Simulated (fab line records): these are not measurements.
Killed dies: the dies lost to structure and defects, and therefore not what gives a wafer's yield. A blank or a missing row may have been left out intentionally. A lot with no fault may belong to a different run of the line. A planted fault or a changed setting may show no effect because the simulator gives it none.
Which tool was responsible?    flow sky130    42 wafers from 14 lots sampled at 4 of the route's 708 steps

== WHAT THE GAUGES SHOWED, per wafer ==
SKY_POLY_CUT_CD_MEAS_08: the cd target is 270 nm.
lot   measured      on         cd_nm (nm)
L507  day 24 03:08  cd_sem-01  273.3 273.5 273.3
L508  day 24 14:49  cd_sem-02  271.0 270.6 269.3
L509  day 25 03:25  cd_sem-02  269.3 269.1 267.3
L510  day 25 17:53  cd_sem-01  271.2 271.5 272.2
L512  day 26 04:22  cd_sem-02  269.2 268.2 268.1
L513  day 26 18:36  cd_sem-02  271.8 272.0 273.0
L522  day 29 17:02  cd_sem-02  270.7 270.5 272.1
L526  day 30 17:46  cd_sem-02  268.5 269.9 270.7
L528  day 31 11:48  cd_sem-01  269.1 269.2 269.7
L529  day 31 19:45  cd_sem-01  272.0 271.5 271.1
L530  day 32 18:37  cd_sem-02  271.9 271.9 271.1

SKY_RES_XHIGH_TW_MEAS_09.
lot   measured      on             RES_XHIGH_TW
L507  day 26 14:56  film_metro-01  1619 1618 1618
L508  day 27 02:25  film_metro-02  1664 1655 1651
L509  day 27 12:47  film_metro-02  1640 1655 1655
L510  day 28 03:11  film_metro-02  1639 1654 1653
L512  day 28 14:34  film_metro-02  1650 1657 1648
L513  day 29 04:38  film_metro-04  1639 1631 1644
L522  day 32 00:57  film_metro-02  1637 1639 1633
L526  day 33 00:52  film_metro-01  1626 1630 1615
L528  day 33 19:11  film_metro-01  1619 1627 1626
L529  day 34 02:29  film_metro-01  1601 1613 1607
L530  day 35 00:46  film_metro-02  1641 1646 1652

== WHICH TOOL RAN EACH LOT (tool, then ch and the chambers of the sampled wafers, then the start) ==
lot   SKY_LDD_LDN_STRIP_12                  SKY_SPACER_CVD_00
L507  plasma_asher-03 ch 0,1, day 22 17:02  lpcvd-02 ch 1, day 22 19:31
L508  plasma_asher-01 ch 0,1, day 23 07:32  lpcvd-02 ch 1, day 23 07:45
L509  plasma_asher-02 ch 0,1, day 23 19:52  lpcvd-02 ch 1, day 23 20:03
L510  plasma_asher-01 ch 0,1, day 24 09:59  lpcvd-02 ch 1, day 24 11:01
L512  plasma_asher-01 ch 0,1, day 24 21:07  lpcvd-02 ch 0, day 24 21:20
L513  plasma_asher-03 ch 0,1, day 25 11:44  lpcvd-02 ch 0, day 25 11:54
L514  plasma_asher-01 ch 0,1, day 25 15:54  lpcvd-02 ch 1, day 25 17:07
L515  plasma_asher-02 ch 0,1, day 26 14:29  lpcvd-02 ch 1, day 26 14:42
L517  plasma_asher-01 ch 0,1, day 27 17:08  lpcvd-02 ch 0, day 27 17:21
L522  plasma_asher-01 ch 0,1, day 28 11:08  lpcvd-02 ch 1, day 28 11:18
L526  plasma_asher-02 ch 0,1, day 29 12:29  lpcvd-02 ch 0, day 29 12:43
L528  plasma_asher-02 ch 0,1, day 30 06:27  lpcvd-02 ch 1, day 30 06:38
L529  plasma_asher-02 ch 0,1, day 30 12:52  lpcvd-02 ch 1, day 30 14:22
L530  plasma_asher-02 ch 0,1, day 31 14:05  lpcvd-02 ch 1, day 31 14:51
- SKY_LDD_LDN_STRIP_12: strips in O2/N2.
- SKY_SPACER_CVD_00: deposits Si3N4 from DCS/NH3, target thk 43.1 nm, time 740 s.

== WHAT THE TOOLS THEMSELVES READ (means of the sampled wafers that have a number; where no wafer has one, the mark that the record gives instead) ==
SKY_LDD_LDN_STRIP_12.
lot   tool             chamber_pressure_mTorr (mTorr)  drypump_motor_current_A (A)  oes_product_au (a.u.)  strip_time_to_endpoint_s (s)
L507  plasma_asher-03  1500.4                          5.9                          0.716                  14.17
L508  plasma_asher-01  1499.8                          5.8                          0.718                  14.17
L509  plasma_asher-02  1499.7                          6.0                          0.713                  14.23
L510  plasma_asher-01  1498.8                          5.8                          0.711                  14.22
L512  plasma_asher-01  1500.5                          5.4                          0.718                  14.14
L513  plasma_asher-03  1499.2                          5.6                          0.717                  14.20
L514  plasma_asher-01  1500.9                          5.5                          0.713                  14.15
L515  plasma_asher-02  1499.9                          5.7                          0.721                  14.22
L517  plasma_asher-01  1499.9                          5.5                          0.717                  14.19
L522  plasma_asher-01  1499.8                          5.5                          0.714                  14.17
L526  plasma_asher-02  1499.3                          6.0                          0.714                  14.19
L528  plasma_asher-02  1499.5                          6.0                          0.715                  14.23
L529  plasma_asher-02  1499.7                          6.0                          0.718                  14.21
L530  plasma_asher-02  1499.5                          6.0                          0.715                  14.16

SKY_SPACER_CVD_00.
lot   tool      pressure_mtorr (mTorr)  spike_tc_bottom_C (C)
L507  lpcvd-02  250.4                   790.3
L508  lpcvd-02  249.8                   790.5
L509  lpcvd-02  249.7                   790.5
L510  lpcvd-02  250.2                   791.0
L512  lpcvd-02  249.3                   791.5
L513  lpcvd-02  249.9                   792.3
L514  lpcvd-02  -                       -
L515  lpcvd-02  -                       -
L517  lpcvd-02  -                       -
L522  lpcvd-02  250.2                   791.8
L526  lpcvd-02  250.1                   791.1
L528  lpcvd-02  250.4                   791.5
L529  lpcvd-02  249.9                   791.3
L530  lpcvd-02  250.4                   791.5

== THE ANSWER, worked out from the rows above alone ==
Rule: usual is defined by the lots themselves. The widest of any qualifying gaps counts: lots, ordered by their means at a reading, are off when they make up no more than a third of the lots, leave a main group of 4 or more, and stand apart from it by 3 or more times the standard deviation of that group's means. A main group is skipped when, at the precision printed for the reading in the tables above, its means are all equal. A lot without any number at a reading at which 4 lots or more have one is off too. Any other lot the step has rows for is counted as sound. After the gauges, taken in route order, come the tools' own readings; for these a lot's mean is taken, as printed above. The first step at which some lot is off is used, and at that step the reading that is off furthest; a lot without a number counts as furthest.
Off at SKY_SPACER_CVD_00 (pressure_mtorr): L514, L515, L517. Without a number there: L514, L515, L517. Main group: mean 250.0 mTorr, sd 0.33.
If a tool, at that step or one of the process steps before it, ran each lot that is off and ran no sound lot following the first of them, it fits. No candidate that was tried fits.

== WHAT THE SIMULATOR PUT IN ==
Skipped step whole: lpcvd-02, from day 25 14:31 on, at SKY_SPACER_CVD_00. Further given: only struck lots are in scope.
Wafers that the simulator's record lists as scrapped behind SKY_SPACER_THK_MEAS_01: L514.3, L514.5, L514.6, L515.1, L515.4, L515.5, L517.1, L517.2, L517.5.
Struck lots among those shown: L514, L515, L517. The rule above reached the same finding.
